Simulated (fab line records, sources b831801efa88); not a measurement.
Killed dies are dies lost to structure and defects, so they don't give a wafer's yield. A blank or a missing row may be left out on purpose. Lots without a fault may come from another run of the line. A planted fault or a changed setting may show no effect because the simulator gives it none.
Which tool did it? | flow sky130 | 14 lots, 42 wafers sampled, at 5 steps of a route of 708

WHAT THE GAUGES READ, wafer by wafer
SKY_LDD_HVP_TW_MEAS_10. Usual: LDD_HVP_TW 454, standard deviation 4.
lot  | measured     | on            | LDD_HVP_TW  | flag
L514 | day 22 10:03 | film_metro-03 | 460 458 459 |
L516 | day 23 14:37 | film_metro-01 | 451 449 449 |
L517 | day 23 15:43 | film_metro-01 | 454 450 449 |
L518 | day 23 23:43 | film_metro-03 | 459 460 458 |
L520 | day 24 16:53 | film_metro-01 | 452 452 451 |
L523 | day 24 23:47 | film_metro-03 | 566 566 566 | OFF
L524 | day 25 11:06 | film_metro-01 | 445 447 445 |
L526 | day 26 01:01 | film_metro-03 | 457 459 458 |
L525 | day 26 01:31 | film_metro-03 | 572 565 567 | OFF
L530 | day 27 10:21 | film_metro-03 | 454 455 456 |
L533 | day 28 07:37 | film_metro-04 | 459 455 455 |
L534 | day 28 22:07 | film_metro-01 | 446 447 447 |
L535 | day 29 07:50 | film_metro-04 | 450 450 454 |
L537 | day 29 15:07 | film_metro-03 | 458 456 459 |

SKY_SD_N_TW_MEAS_12. Usual: SD_N_TW 3960, standard deviation 34.
lot  | measured     | on            | SD_N_TW        | flag
L514 | day 28 16:14 | film_metro-01 | 3938 3937 3921 |
L516 | day 29 18:29 | film_metro-02 | 4003 3993 4004 |
L517 | day 29 19:01 | film_metro-01 | 3932 3924 3940 |
L518 | day 30 02:23 | film_metro-01 | 3939 3948 3924 |
L520 | day 30 18:26 | film_metro-04 | 3951 3974 3988 |
L523 | day 31 00:05 | film_metro-01 | 3893 3911 3901 |
L524 | day 31 11:14 | film_metro-04 | 3953 3955 3957 |
L526 | day 31 22:51 | film_metro-02 | 4013 4019 3994 |
L525 | day 32 02:32 | film_metro-01 | 3931 3931 3936 |
L530 | day 33 23:34 | film_metro-02 | 3999 4022 4011 |
L533 | day 34 07:06 | film_metro-04 | 3979 3983 3967 |
L534 | day 34 19:48 | film_metro-04 | 3977 3963 3976 |
L535 | day 35 01:14 | film_metro-01 | 3922 3927 3927 |
L537 | day 35 09:17 | film_metro-04 | 3957 3956 3959 |

SKY_LI_CONTACT_CD_MEAS_12: target cd 170 nm. Usual: cd_nm 170.1 nm, standard deviation 1.4.
lot  | measured     | on        | cd_nm (nm)        | flag
L514 | day 29 19:18 | cd_sem-02 | 169.7 170.5 170.1 |
L516 | day 31 00:36 | cd_sem-01 | 169.0 167.1 169.1 |
L517 | day 31 00:56 | cd_sem-02 | 170.3 170.0 170.6 |
L518 | day 31 07:03 | cd_sem-02 | 168.0 169.5 168.3 |
L520 | day 31 23:13 | cd_sem-02 | 167.9 166.6 167.9 |
L523 | day 32 05:01 | cd_sem-01 | 171.6 172.1 172.8 |
L524 | day 32 16:04 | cd_sem-01 | 171.9 172.8 171.1 |
L526 | day 33 03:06 | cd_sem-02 | 171.2 171.3 171.4 |
L525 | day 33 05:59 | cd_sem-02 | 172.6 170.7 172.4 |
L530 | day 35 03:02 | cd_sem-01 | 168.4 168.3 169.3 |
L533 | day 35 10:18 | cd_sem-01 | 169.2 168.9 169.3 |
L534 | day 35 22:50 | cd_sem-01 | 170.4 172.9 171.1 |
L535 | day 36 04:32 | cd_sem-01 | 168.6 169.6 170.0 |
L537 | day 36 11:51 | cd_sem-02 | 171.5 171.3 169.6 |

SKY_LI_CONTACT_OVL_MEAS_13. Usual: LI_CONTACT_OVL 4 nm, standard deviation 5.9.
lot  | measured     | on         | LI_CONTACT_OVL (nm) | flag
L514 | day 29 19:25 | overlay-01 | 4 4 5               |
L516 | day 31 00:42 | overlay-01 | 9 7 8               |
L517 | day 31 01:03 | overlay-02 | 10 7 -1             |
L518 | day 31 07:09 | overlay-01 | 15 -4 0             |
L520 | day 31 23:18 | overlay-02 | 6 -3 -7             |
L523 | day 32 05:07 | overlay-01 | -1 6 -1             |
L524 | day 32 16:11 | overlay-01 | 1 -1 -5             |
L526 | day 33 03:12 | overlay-02 | -7 14 3             |
L525 | day 33 06:06 | overlay-01 | 3 -1 -1             |
L530 | day 35 03:09 | overlay-02 | 19 10 6             |
L533 | day 35 10:24 | overlay-02 | 6 6 9               |
L534 | day 35 22:56 | overlay-01 | 8 12 2              |
L535 | day 36 04:38 | overlay-02 | 0 -1 -1             |
L537 | day 36 11:57 | overlay-01 | -2 13 1             |

WHICH TOOL RAN EACH LOT (tool, then ch and the chambers of the sampled wafers, then the start)
lot  | SKY_LDD_HVP_IMPLANT_08
L514 | implanter-01 ch 0, day 22 09:48
L516 | implanter-02 ch 0, day 23 14:23
L517 | implanter-01 ch 0, day 23 15:28
L518 | implanter-03 ch 0, day 23 23:29
L520 | implanter-02 ch 0, day 24 16:40
L523 | implanter-03 ch 0, day 24 23:15
L524 | implanter-03 ch 0, day 25 10:51
L526 | implanter-01 ch 0, day 26 00:47
L525 | implanter-03 ch 0, day 26 00:55
L530 | implanter-03 ch 0, day 27 10:06
L533 | implanter-01 ch 0, day 28 07:23
L534 | implanter-03 ch 0, day 28 21:53
L535 | implanter-03 ch 0, day 29 07:35
L537 | implanter-01 ch 0, day 29 14:53
- SKY_LDD_HVP_IMPLANT_08

WHAT THE TOOLS THEMSELVES READ (means of the sampled wafers that have a number; where no wafer has one, the mark that the record gives instead)
SKY_LDD_HVP_IMPLANT_08. Usual: beam_on_s 10.00 s, standard deviation 0.2; faraday_current_uA 93.8, standard deviation 1.9.
lot  | tool         | beam_on_s (s) | faraday_current_uA | flag
L514 | implanter-01 | 9.92          | 94.4               |
L516 | implanter-02 | 9.89          | 94.8               |
L517 | implanter-01 | 10.06         | 93.2               |
L518 | implanter-03 | 9.95          | 94.2               |
L520 | implanter-02 | 9.90          | 94.7               |
L523 | implanter-03 | 9.88          | 94.9               |
L524 | implanter-03 | 9.88          | 95.1               |
L526 | implanter-01 | 9.97          | 93.9               |
L525 | implanter-03 | 10.11         | 92.6               |
L530 | implanter-03 | 10.01         | 93.9               |
L533 | implanter-01 | 9.97          | 94.1               |
L534 | implanter-03 | 10.00         | 93.7               |
L535 | implanter-03 | 10.13         | 92.6               |
L537 | implanter-01 | 10.09         | 93.2               |

THE ANSWER, worked out from the rows above alone
Rule: a lot is off if the mean of its wafers that have a number lies more than 3 standard deviations from the usual mean. A lot without any number at a reading at which 4 lots or more have one is off too. The other lots that the step has rows for count as sound. The gauges are gone through in route order, then the tools' own readings, and for those a lot's mean is taken as printed above. The first step at which some lot is off is used, and at that step the reading that is off furthest; a lot without a number counts as furthest.
Off: L523, L525, at SKY_LDD_HVP_TW_MEAS_10 (LDD_HVP_TW).
A tool fits if, at a process step before that reading, it ran every lot that is off, and no sound lot after the first of them. The gauges at SKY_LDD_HVP_TW_MEAS_10 are tried like those tools. None of those tried fits.

WHAT THE SIMULATOR HAD PUT IN
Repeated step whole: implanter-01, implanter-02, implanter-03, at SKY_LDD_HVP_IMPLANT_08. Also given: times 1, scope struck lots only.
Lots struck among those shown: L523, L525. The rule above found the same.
